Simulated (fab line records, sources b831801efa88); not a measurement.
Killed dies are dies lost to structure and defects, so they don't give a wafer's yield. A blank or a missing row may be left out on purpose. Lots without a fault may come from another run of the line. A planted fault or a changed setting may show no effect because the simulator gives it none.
Split-lot experiment | flow sky130 | 5 lots, 23 wafers read, on a route of 708 steps

THE SPLIT
At SKY_LDD_N_COAT_02 (resist thk 300 nm), the setting resist_thk_nm was moved away from the recipe's 300 nm on 6 of the 23 wafers read, by +3.9% to +4.8%. The other wafers ran this setting at the recipe's value.

The reading is taken at the split's own step.

THE READING
NOVOLAK_of_LDD_N_COAT_02.thk_nm (the simulator's own value, which no gauge read), in nm, at SKY_LDD_N_COAT_02 (resist thk 300 nm). The file gives no usual value for it. The 17 wafers here that ran the recipe average 300.0 nm, standard deviation 0.85 nm.

wafer  | tool, chamber at the split | resist_thk_nm as run, nm | against the recipe | NOVOLAK_of_LDD_N_COAT_02.thk_nm, nm | against lot-mates on the recipe
L074.1 | litho_track-02, 0          | 314.5                    | +4.8%              | 316.3                               | +14.9
L074.2 | litho_track-02, 0          | 300                      | recipe             | 301.4                               | -
L074.3 | litho_track-02, 0          | 314.5                    | +4.8%              | 315.9                               | +14.4
L074.4 | litho_track-02, 0          | 300                      | recipe             | 301.5                               | -
L074.6 | litho_track-02, 0          | 314.5                    | +4.8%              | 316                                 | +14.6
L076.2 | litho_track-02, 0          | 311.8                    | +3.9%              | 312.4                               | +11.7
L076.3 | litho_track-02, 0          | 300                      | recipe             | 300.4                               | -
L076.4 | litho_track-02, 0          | 311.8                    | +3.9%              | 313.2                               | +12.5
L076.5 | litho_track-02, 0          | 300                      | recipe             | 301                                 | -
L076.6 | litho_track-02, 0          | 311.8                    | +3.9%              | 312                                 | +11.3
L078.1 | litho_track-01, 0          | 300                      | recipe             | 299.1                               | -
L078.2 | litho_track-01, 0          | 300                      | recipe             | 299.1                               | -
L078.3 | litho_track-01, 0          | 300                      | recipe             | 299.3                               | -
L078.4 | litho_track-01, 0          | 300                      | recipe             | 299                                 | -
L078.6 | litho_track-01, 0          | 300                      | recipe             | 298.9                               | -
L080.2 | litho_track-03, 0          | 300                      | recipe             | 299.7                               | -
L080.4 | litho_track-03, 0          | 300                      | recipe             | 299.3                               | -
L080.6 | litho_track-03, 0          | 300                      | recipe             | 300                                 | -
L084.1 | litho_track-02, 0          | 300                      | recipe             | 300.2                               | -
L084.2 | litho_track-02, 0          | 300                      | recipe             | 300                                 | -
L084.3 | litho_track-02, 0          | 300                      | recipe             | 299.8                               | -
L084.4 | litho_track-02, 0          | 300                      | recipe             | 301                                 | -
L084.6 | litho_track-02, 0          | 300                      | recipe             | 301                                 | -

THE FIT
A straight line over all 23 wafers: NOVOLAK_of_LDD_N_COAT_02.thk_nm changes by +3.26 nm for each +1% of resist_thk_nm; r = +0.99; the points scatter about the line by 0.81 nm.
The same after taking each lot's own level away (the mean of its wafers on the recipe; 23 wafers): +3.02 nm for each +1%; r = +1.00; scatter 0.35 nm.
On that fit, the largest move of resist_thk_nm shifts the reading by 15 nm.
The lots' own levels span 299.08 to 301.45 nm, that is 2.8 times the standard deviation above.
So the lot-to-lot level changes the slope little: the two slopes agree.
Check: with one of the wafers moved furthest among these (+4.8%) left out of the fit, the line predicts +14.5 nm for it against its lot-mates. It came out at +14.9 nm against them.

OTHER SPLITS ON THESE WAFERS
These wafers also went through other splits before the reading. Each is held against what the fit with the lots' levels taken away leaves over:
other split on the same wafers           | wafers away from the commonest value | r with NOVOLAK_of_LDD_N_COAT_02.thk_nm (lot level and that fit taken away)
SKY_GATE_OXIDE_DEVELOP_09 develop_time_s | 3                                    | -0.09
SKY_RES_PROTECT_SOFTBAKE_03 temp_c       | 11                                   | -0.06
SKY_RES_PROTECT_DEVELOP_06 dev_temp_c    | 5                                    | -0.05
SKY_POLY_GATE_ETCH_17 time_s             | 12                                   | -0.24

THE WHOLE CHAIN: every reading that the file lists as answering this split, in the file's order
step               | what it does      | reading                                                                          | change (the file's fit)              | r (the file's)
SKY_LDD_N_COAT_02  | resist thk 300 nm | NOVOLAK_of_LDD_N_COAT_02.thk_nm (the simulator's own value, which no gauge read) | +3.01 nm for each +1% of the setting | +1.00
SKY_LDD_N_STRIP_16 | strips in O2/N2   | strip_time_to_endpoint_s                                                         | withheld for each +1% of the setting | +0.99

THE FILE'S OWN FIT
NOVOLAK_of_LDD_N_COAT_02.thk_nm changes by +3.01 nm for each +1% of resist_thk_nm, r = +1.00.
